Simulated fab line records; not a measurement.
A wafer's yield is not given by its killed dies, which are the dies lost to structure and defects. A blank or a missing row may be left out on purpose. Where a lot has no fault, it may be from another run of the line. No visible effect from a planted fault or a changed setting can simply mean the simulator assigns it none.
Which tool was responsible?	flow sky130	31 wafers from 11 lots sampled at 2 of the route's 708 steps

== WHAT EACH GAUGE READ, for each wafer ==
SKY_RES_PROTECT_TW_MEAS_08.
lot	measured	on	POLY_GATE_TW
L247	day 15 03:05	film-metro-01	4104 4097 4116
L249	day 15 21:40	film-metro-03	4146 4102 4120
L250	day 16 02:38	film-metro-04	4053 4055 4056
L254	day 17 19:53	film-metro-04	4058 4090 4053
L255	day 18 00:02	film-metro-03	4096 4120 4101
L258	day 18 23:37	film-metro-04	4062 4042
L260	day 20 04:25	film-metro-04	4049 4066
L265	day 21 23:05	film-metro-04	4043 4024 4027
L268	day 22 18:53	film-metro-01	4074 4106 4080
L269	day 23 06:17	film-metro-01	4081 4084 4074
L270	day 23 18:02	film-metro-01	4083 4088 4071

== WHICH TOOL RAN EACH LOT (tool, then ch and the chambers of the sampled wafers, then the start) ==
lot	SKY_SONOS_ONO_ETCH_15
L247	rie-diel-04 ch 1,3, day 12 16:55
L249	rie-diel-02 ch 0,1,2, day 13 08:03
L250	rie-diel-01 ch 0,3, day 13 13:21
L254	rie-diel-04 ch 1,3, day 15 04:02
L255	rie-diel-02 ch 0,2,3, day 15 08:31
L258	rie-diel-01 ch 2,3, day 16 05:35
L260	rie-diel-02 ch 0,2, day 17 08:38
L265	rie-diel-02 ch 0,2,3, day 19 00:17
L268	rie-diel-01 ch 0,1,2, day 20 00:24
L269	rie-diel-04 ch 1,3, day 20 12:17
L270	rie-diel-02 ch 2,3, day 20 23:35
- SKY_SONOS_ONO_ETCH_15: etches the open film in CHF3/O2, target depth 19.52 nm, time 7.8 s.

== THE ANSWER, worked out from the rows above alone ==
Rule: the usual values come from the lots themselves. Put in order of their means at a reading, lots are off if they are a third of the lots or fewer, leave a main group of 4 or more, and stand apart from it by a gap of 3 or more times the standard deviation of the main group's means; of several such gaps the widest counts. If all means in a main group match to the digits the tables above print for the reading, that group is not used. Also off: a lot with no number at a reading for which 4 or more lots have one. Any other lot the step has rows for is counted as sound.
None of the lots is off at any reading shown; this tells nothing.

== WHAT WAS PUT IN BY THE SIMULATOR ==
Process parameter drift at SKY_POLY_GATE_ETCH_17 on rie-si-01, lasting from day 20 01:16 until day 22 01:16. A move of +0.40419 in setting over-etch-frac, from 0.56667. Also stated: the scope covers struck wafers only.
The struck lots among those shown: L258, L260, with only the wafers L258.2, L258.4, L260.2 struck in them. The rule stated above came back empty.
